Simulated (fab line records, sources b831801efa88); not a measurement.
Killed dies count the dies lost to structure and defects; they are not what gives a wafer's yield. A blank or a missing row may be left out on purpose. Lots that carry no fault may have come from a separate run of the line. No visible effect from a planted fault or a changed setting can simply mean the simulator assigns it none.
fab line records	flow sfq-line
[record] lots = 14	wafers = 42	last-day = 90
route steps=325 shown M2@99 I3@144 I4@164
lots with no fault: from the same line, run without faults
start-h: hours from the record's opening day to when the first of the lot's shown wafers began	wait-h: how many hours have passed since the lot's step before this one	" same as the row above	L1.1+2: a row that stands for several wafers	- either no value or no given start	* or withheld: withheld	< > ~ a bound
route shown NAME@n: a module of which the file shows steps, and the number in the route of the first	usual: mean/standard deviation of fault-free wafers	same: alike in all rows	chamber/n: place in a boat	sites: the reading at each site	_std_site: their standard deviation	_edge_site: outer sites' mean less inner sites'	radius-mm: for every site, how far away it sits from the centre of the wafer	mask NAME#n: copy n	behind: the last tool/chamber to shape the wafer	hold: cause of the lot's hold/its duration in hours/its outcome	device: names the non-switching transistor (n, p or np)	end of line: the route-end tests of the same wafers	where a step has no rows: the recipe by itself	killed: the dies lost at the first sort to structure and to defects; this is not the yield of the wafer	map: the dies of a wafer, with x for killed, . for not killed, _ for no die there
set.NAME: the setting the step ran with; set.NAME@STEP: the setting that earlier step ran with	model.NAME: the simulator's own value behind a step, which no gauge read
the route's steps for a sample of lots (tables are steps, rows are wafers)
services: a tool's chamber out of use, with start hour (start-h, from the record's first day; less than 0 if before it), hours out, and reason
[[steps]]
[step SFQ_TRILAYER_M2_BARC_OPEN_METAL_ETCH_077]
[recipe] mask-material = PR	chemistry = O2	target-depth-nm = 125	target = BARC	icp-w = 600	bias-w = 80	pressure-mtorr = 10	time-s = 41.7
[usual] drypump-motor-current-A = 5.4/0.32	oes-product-au = 0.685/0.0048
lot.wafer	tool	chamber	start-h	wait-h	drypump-motor-current-A	oes-product-au	rf-hours-counter-h
L640.2	rie-metal-03	0	546.94	0.0	5.1	0.680	-
L640.3	"	0	"	"	5.1	0.681	-
L640.4	"	0	"	"	5.1	0.685	-
L641.3	rie-metal-03	1	549.34	0.0	5.2	0.691	-
L641.4	"	0	"	"	5.1	0.686	-
L641.6	"	1	"	"	5.2	0.695	-
L642.1	rie-metal-04	1	556.20	0.0	5.9	0.681	43
L642.2	"	1	"	"	5.9	0.682	-
L642.3	"	1	"	"	5.9	0.693	-
L643.1	rie-metal-04	0	565.24	0.0	5.7	0.686	0
L643.5	"	0	"	"	5.7	0.683	-
L643.6	"	1	"	"	5.9	0.693	-
L645.2	rie-metal-04	0	714.90	0.0	5.7	0.685	29
L645.4	"	0	"	"	5.7	0.680	-
L645.5	"	1	"	"	5.9	0.691	-
L646.1	rie-metal-03	0	723.43	0.0	5.1	0.689	47
L646.5	"	1	"	"	5.3	0.681	-
L646.6	"	0	"	"	5.1	0.686	-
L647.1	rie-metal-03	1	725.83	0.0	5.3	0.680	32
L647.4	"	1	"	"	5.3	0.690	-
L647.5	"	0	"	"	5.1	0.684	-
L648.2	rie-metal-04	1	727.03	0.0	5.9	0.690	71
L648.3	"	1	"	"	5.9	0.680	-
L648.6	"	1	"	"	5.9	0.689	-
L650.1	rie-metal-03	1	734.23	0.0	5.2	0.683	33
L650.4	"	1	"	"	5.3	0.679	-
L650.5	"	0	"	"	5.1	0.688	-
L654.2	rie-metal-04	0	765.56	0.0	5.7	0.674	36
L654.5	"	1	"	"	5.9	0.680	-
L654.6	"	0	"	"	5.7	0.682	-
L658.1	rie-metal-03	1	809.06	0.0	5.2	0.682	41
L658.4	"	0	"	"	5.1	0.689	-
L658.6	"	0	"	"	5.1	0.686	-
L659.1	rie-metal-03	0	823.46	0.0	5.1	0.688	57
L659.4	"	1	"	"	5.2	0.683	-
L659.5	"	0	"	"	5.1	0.690	-
L660.1	rie-metal-03	1	831.12	0.0	5.3	0.682	43
L660.4	"	0	"	"	5.1	0.684	-
L660.6	"	1	"	"	5.3	0.685	-
L663.2	rie-metal-04	1	850.32	0.0	5.9	0.688	88
L663.4	"	1	"	"	5.9	0.680	-
L663.5	"	1	"	"	5.8	0.684	-
[step SFQ_TRILAYER_M2_STRIP_STRIP_061]
[recipe] gas = O2	power-w = 200	platen-temp-c = 40	overash-fraction = 0.65	chemistry = O2	pressure-mtorr = 50
[usual] drypump-motor-current-A = 5.4/0.32	oes-product-au = 0.999/0.01
lot.wafer	tool	chamber	start-h	wait-h	drypump-motor-current-A	oes-product-au	rf-hours-counter-h
L640.2	rie-metal-03	0	547.49	0.4	5.1	1.001	-
L640.3	"	0	"	"	5.1	1.003	-
L640.4	"	0	"	"	5.1	1.007	-
L641.3	rie-metal-03	1	549.71	0.2	5.3	0.998	-
L641.4	"	0	"	"	5.1	1.003	-
L641.6	"	1	"	"	5.2	1.007	-
L642.1	rie-metal-04	1	556.57	0.2	5.8	0.997	43
L642.2	"	1	"	"	5.9	1.003	-
L642.3	"	1	"	"	5.9	1.004	-
L643.1	rie-metal-04	0	565.42	0.1	5.7	1.009	0
L643.5	"	0	"	"	5.7	1.007	-
L643.6	"	1	"	"	5.9	0.997	-
L645.2	rie-metal-04	0	715.08	0.1	5.7	1.010	29
L645.4	"	0	"	"	5.7	1.016	-
L645.5	"	1	"	"	5.9	0.996	-
L646.1	rie-metal-03	0	723.62	0.1	5.1	0.998	47
L646.5	"	1	"	"	5.3	0.984	-
L646.6	"	0	"	"	5.1	0.992	-
L647.1	rie-metal-03	1	726.02	0.1	5.3	0.989	32
L647.4	"	1	"	"	5.3	0.993	-
L647.5	"	0	"	"	5.1	0.997	-
L648.2	rie-metal-04	1	727.22	0.1	5.9	1.000	71
L648.3	"	1	"	"	5.9	0.997	-
L648.6	"	1	"	"	5.9	1.003	-
L650.1	rie-metal-03	1	734.42	0.1	5.3	0.987	33
L650.4	"	1	"	"	5.3	0.991	-
L650.5	"	0	"	"	5.1	1.008	-
L654.2	rie-metal-04	0	765.74	0.1	5.7	1.012	36
L654.5	"	1	"	"	5.9	0.994	-
L654.6	"	0	"	"	5.7	1.014	-
L658.1	rie-metal-03	1	809.25	0.1	5.3	0.986	41
L658.4	"	0	"	"	5.1	1.002	-
L658.6	"	0	"	"	5.1	1.008	-
L659.1	rie-metal-03	0	823.65	0.1	5.1	0.995	57
L659.4	"	1	"	"	5.2	0.989	-
L659.5	"	0	"	"	5.1	1.005	-
L660.1	rie-metal-03	1	831.30	0.1	5.3	0.996	44
L660.4	"	0	"	"	5.1	0.996	-
L660.6	"	1	"	"	5.2	1.002	-
L663.2	rie-metal-04	1	850.50	0.1	5.9	0.994	88
L663.4	"	1	"	"	5.9	0.999	-
L663.5	"	1	"	"	5.9	0.991	-
[step SFQ_TRILAYER_I3_VIA_BARC_OPEN_VIA_ETCH_121]
[recipe] mask-material = PR	chemistry = O2	target-depth-nm = 125	target = BARC	source-w = 500	bias-w = 80	pressure-mtorr = 30	time-s = 41.7
[usual] drypump-motor-current-A = 5.7/0.4	oes-product-au = 0.684/0.0054
lot.wafer	tool	chamber	start-h	wait-h	drypump-motor-current-A	oes-product-au	rf-hours-counter-h
L640.2	rie-diel-02	0	898.18	0.0	5.5	0.678	14
L640.3	"	2	"	"	5.8	0.688	17
L640.4	"	3	"	"	5.8	0.687	20
L641.3	rie-diel-04	3	905.38	0.0	6.2	0.693	11
L641.4	"	0	"	"	6.1	0.677	-
L641.6	"	1	"	"	5.7	0.678	-
L642.1	rie-diel-02	2	906.58	0.0	5.8	0.693	17
L642.2	"	0	"	"	5.6	0.694	14
L642.3	"	3	"	"	5.8	0.685	20
L643.1	rie-diel-03	1	938.11	0.0	5.7	0.688	16
L643.5	"	3	"	"	5.3	0.680	-
L643.6	"	0	"	"	5.3	0.689	-
L645.2	rie-diel-02	0	966.91	0.0	5.5	0.680	16
L645.4	"	2	"	"	5.8	0.685	18
L645.5	"	1	"	"	4.9	0.683	-
L646.1	rie-diel-03	2	976.51	0.0	6.2	0.683	10
L646.5	"	2	"	"	6.2	0.666	-
L646.6	"	3	"	"	5.3	0.688	-
L647.1	rie-diel-04	0	1066.80	0.0	6.2	0.684	20
L647.4	"	2	"	"	5.9	0.688	4
L647.5	"	0	"	"	6.2	0.681	-
L648.2	rie-diel-02	0	1068.13	0.0	5.5	0.678	17
L648.3	"	3	"	"	5.8	0.678	0
L648.6	"	0	"	"	5.6	0.675	-
L650.1	rie-diel-04	1	1094.32	0.0	5.7	0.685	12
L650.4	"	2	"	"	6.0	0.685	4
L650.5	"	3	"	"	6.2	0.684	-
L654.2	rie-diel-02	3	1216.57	0.0	5.8	0.690	3
L654.5	"	3	"	"	5.7	0.693	-
L654.6	"	0	"	"	5.5	0.672	-
L658.1	rie-diel-03	1	1262.17	0.0	5.7	0.692	3
L658.4	"	1	"	"	5.7	0.685	-
L658.6	"	2	"	"	6.2	0.682	-
L659.1	rie-diel-04	3	1266.97	0.0	6.2	0.690	17
L659.4	"	2	"	"	6.0	0.685	-
L659.5	"	1	"	"	5.7	0.683	-
L660.1	rie-diel-02	2	1270.57	0.0	5.8	0.682	1
L660.4	"	0	"	"	5.5	0.683	3
L660.6	"	0	"	"	5.5	0.681	-
L663.2	rie-diel-03	2	1281.37	0.0	6.2	0.678	15
L663.4	"	1	"	"	5.7	0.688	3
L663.5	"	2	"	"	6.2	0.678	-
[step SFQ_TRILAYER_I4_CMP_CMP_100]
[recipe] material = SiO2	down-force-psi = 3	platen-rpm = 60	pad-velocity-m-s = 0.94248
[usual] motor-current-A = 10.2/1.2	time-to-endpoint-s = 215/8.1
lot.wafer	tool	chamber	start-h	wait-h	motor-current-A	time-to-endpoint-s
L640.2	cmp-01	3	1058.24	9.5	10.9	219
L640.4	"	1	1059.24	10.4	9.9	216
L640.3	"	2	"	"	10.1	207
L641.4	cmp-02	3	1068.73	12.7	11.8	215
L641.3	"	1	1069.73	13.7	12.1	209
L641.6	"	0	1071.23	15.2	10.4	225
L642.3	cmp-01	3	1070.74	13.6	9.9	214
L642.2	"	0	"	"	9.2	214
L642.1	"	1	"	"	9.9	197
L643.1	cmp-01	1	1101.74	17.1	10.0	214
L643.5	"	0	1103.24	18.6	9.1	227
L643.6	"	1	"	"	10.0	219
L645.2	cmp-01	1	1107.24	19.1	10.0	207
L645.4	"	0	1108.74	20.6	8.6	224
L645.5	"	2	1109.74	21.6	9.9	216
L646.1	cmp-01	1	1111.24	21.9	9.8	203
L646.5	"	3	1112.24	22.9	11.2	218
L646.6	"	0	"	"	9.1	224
L647.4	cmp-01	0	1113.74	23.2	8.9	235
L647.1	"	2	1114.74	24.2	10.1	225
L647.5	"	3	"	"	10.6	225
L648.3	cmp-01	3	1117.24	25.5	9.9	220
L648.2	"	0	"	"	8.4	230
L648.6	"	2	1118.74	27.0	9.4	212
L650.4	cmp-02	1	1135.23	29.5	12.9	218
L650.1	"	3	1136.23	30.5	12.1	198
L650.5	"	1	1137.23	31.5	12.6	207
L654.2	cmp-01	1	1331.53	0.5	9.9	204
L654.6	"	0	1333.03	2.0	8.7	221
L654.5	"	1	"	"	10.0	208
L658.4	cmp-02	1	1392.96	0.6	12.9	212
L658.1	"	0	1394.46	2.2	10.3	227
L658.6	"	1	"	"	13.2	220
L659.4	cmp-01	2	1400.27	0.5	10.2	209
L659.1	"	3	"	"	10.5	211
L659.5	"	1	1401.77	2.0	10.2	204
L660.1	cmp-02	1	1403.33	0.2	12.4	221
L660.4	"	2	"	"	9.4	221
L660.6	"	1	1405.33	2.2	13.2	226
L663.2	cmp-01	0	1414.77	2.1	9.1	223
L663.4	"	2	1415.77	3.0	9.7	210
L663.5	"	1	1417.27	4.5	9.9	202
[step SFQ_TRILAYER_I4_METRO_MEASURE_101]
[usual] thk-nm = 200.2/1.2
lot.wafer	tool	chamber	start-h	wait-h	thk-nm
L640.2	film-metro-01	-	1061.56	0.3	203.4
L640.3	"	-	"	"	199.3
L640.4	"	-	"	"	201.0
L641.3	film-metro-03	-	1072.25	0.5	198.3
L641.4	"	-	"	"	199.5
L641.6	"	-	"	"	200.1
L642.1	film-metro-01	-	1073.36	0.1	199.0
L642.2	"	-	"	"	200.5
L642.3	"	-	"	"	199.6
L643.1	film-metro-01	-	1104.36	0.1	199.3
L643.5	"	-	"	"	202.3
L643.6	"	-	"	"	199.9
L645.2	film-metro-01	-	1110.56	0.3	199.0
L645.4	"	-	"	"	201.1
L645.5	"	-	"	"	198.2
L646.1	film-metro-01	-	1113.36	0.1	200.5
L646.5	"	-	"	"	200.0
L646.6	"	-	"	"	201.7
L647.1	film-metro-03	-	1116.36	0.1	177.9
L647.4	"	-	"	"	180.2
L647.5	"	-	"	"	200.1
L648.2	film-metro-03	-	1119.56	0.3	179.9
L648.3	"	-	"	"	200.9
L648.6	"	-	"	"	198.4
L650.1	film-metro-01	-	1137.85	0.1	199.7
L650.4	"	-	"	"	199.2
L650.5	"	-	"	"	197.7
L654.2	film-metro-01	-	1334.35	0.3	200.6
L654.5	"	-	"	"	200.6
L654.6	"	-	"	"	201.6
L658.1	film-metro-01	-	1396.08	0.1	202.0
L658.4	"	-	"	"	200.2
L658.6	"	-	"	"	201.4
L659.1	film-metro-03	-	1402.89	0.1	200.7
L659.4	"	-	"	"	199.9
L659.5	"	-	"	"	200.0
L660.1	film-metro-01	-	1406.45	0.1	200.8
L660.4	"	-	"	"	199.2
L660.6	"	-	"	"	201.0
L663.2	film-metro-03	-	1418.09	0.3	202.3
L663.4	"	-	"	"	200.6
L663.5	"	-	"	"	200.6
[step SFQ_TRILAYER_I4_VIA_ETCH_VIA_ETCH_106]
[recipe] target = SiO2	stop-on = Nb	mask-material = PR	taper-deg = 20	chemistry = CHF3	target-depth-nm = 260	source-w = 500	bias-w = 80	pressure-mtorr = 30	time-s = withheld
[usual] drypump-motor-current-A = 5.7/0.38	oes-product-au = 0.855/0.0053
lot.wafer	tool	chamber	start-h	wait-h	drypump-motor-current-A	oes-product-au
L640.2	rie-diel-02	0	1176.86	0.0	5.5	0.858
L640.3	"	3	"	"	5.8	0.850
L640.4	"	0	"	"	5.5	0.852
L641.3	rie-diel-01	2	1190.19	0.0	6.0	0.850
L641.4	"	3	"	"	5.1	0.850
L641.6	"	0	"	"	5.4	0.853
L642.1	rie-diel-02	0	1191.39	0.0	5.6	0.850
L642.2	"	3	"	"	5.7	0.851
L642.3	"	1	"	"	4.9	0.850
L643.1	rie-diel-02	3	1208.28	0.0	5.8	0.854
L643.5	"	3	"	"	5.8	0.854
L643.6	"	0	"	"	5.6	0.859
L645.2	rie-diel-02	0	1212.88	0.0	5.5	0.864
L645.4	"	1	"	"	5.0	0.857
L645.5	"	0	"	"	5.5	0.854
L646.1	rie-diel-04	2	1214.08	0.0	6.0	0.859
L646.5	"	3	"	"	6.2	0.859
L646.6	"	2	"	"	6.0	0.858
L647.1	rie-diel-01	1	1217.68	0.0	5.8	0.800
L647.4	"	0	"	"	5.4	0.804
L647.5	"	2	"	"	6.0	0.857
L648.2	rie-diel-04	2	1218.88	0.0	6.0	0.811
L648.3	"	3	"	"	6.2	0.858
L648.6	"	2	"	"	6.0	0.853
L650.1	rie-diel-01	3	1221.28	0.0	5.1	0.855
L650.4	"	0	"	"	5.4	0.861
L650.5	"	1	"	"	5.8	0.848
L654.2	rie-diel-01	2	1345.13	0.0	6.0	0.861
L654.5	"	1	"	"	5.8	0.860
L654.6	"	2	"	"	6.0	0.863
L658.1	rie-diel-04	0	1399.73	0.0	6.2	0.868
L658.4	"	3	"	"	6.2	0.862
L658.6	"	0	"	"	6.1	0.860
L659.1	rie-diel-04	3	1407.57	0.0	6.2	0.851
L659.4	"	1	"	"	5.7	0.856
L659.5	"	3	"	"	6.2	0.857
L660.1	rie-diel-01	1	1410.66	0.0	5.8	0.854
L660.4	"	2	"	"	6.0	0.854
L660.6	"	2	"	"	6.0	0.856
L663.2	rie-diel-02	2	1422.61	0.0	5.8	0.858
L663.4	"	3	"	"	5.8	0.857
L663.5	"	2	"	"	5.8	0.845
[[services]]
tool	chamber	start-h	hours	kind
rie-metal-03	-	545.34	0.9	repair
rie-diel-02	-	567.54	0.6	repair
rie-metal-04	1	575.72	9.4	repair
rie-diel-02	-	611.70	0.5	repair
rie-diel-02	2	614.02	3.2	repair
rie-metal-03	-	618.25	1.4	pm
rie-diel-02	-	624.47	2.8	pm
rie-diel-02	0	679.77	22.3	repair
rie-diel-02	2	692.88	7.9	repair
rie-diel-02	-	758.88	14.6	pm
rie-metal-03	-	775.99	1.6	repair
rie-metal-03	-	786.71	14.6	pm
rie-metal-03	1	836.29	15.4	repair
rie-diel-02	3	861.68	1.2	repair
rie-metal-04	-	910.24	0.8	repair
rie-metal-03	-	911.19	1.9	repair
rie-diel-02	2	1066.30	6.9	repair
rie-metal-03	0	1207.70	26.1	repair
rie-metal-04	1	1247.15	10.7	repair
rie-metal-04	-	1253.74	14.6	pm
rie-metal-04	-	1294.26	2.8	pm
rie-metal-04	-	1379.08	0.6	repair
rie-metal-03	1	1384.04	4.1	repair
rie-metal-04	-	1392.37	6.5	repair
[[key]]
[first-sign] step = SFQ_TRILAYER_I4_METRO_MEASURE_101	reading = thk-nm	direction = down	sigmas = 17	usual = 200.2	struck = 179.4
[effect] step = SFQ_TRILAYER_I4_VIA_ETCH_VIA_ETCH_106	reading = oes-product-au	direction = down	sigmas = 9.4	usual = 0.855	struck = 0.805
met-at SFQ_TRILAYER_I4_CMP_CMP_100
struck-lots L647,L648
struck-wafers L647.1,L647.4,L648.2
not-acting-at SFQ_TRILAYER_M2_BARC_OPEN_METAL_ETCH_077,SFQ_TRILAYER_M2_STRIP_STRIP_061,SFQ_TRILAYER_I3_VIA_BARC_OPEN_VIA_ETCH_121
[fault] kind = process-parameter-drift	tool = cmp-01	chamber = -	onset-h = 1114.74	steps = SFQ_TRILAYER_I4_CMP_CMP_100	channel = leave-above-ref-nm	offset = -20	shape = step	end-h = 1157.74	scope = struck-wafers-only	acts-in = these-recipes-only	stated = 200
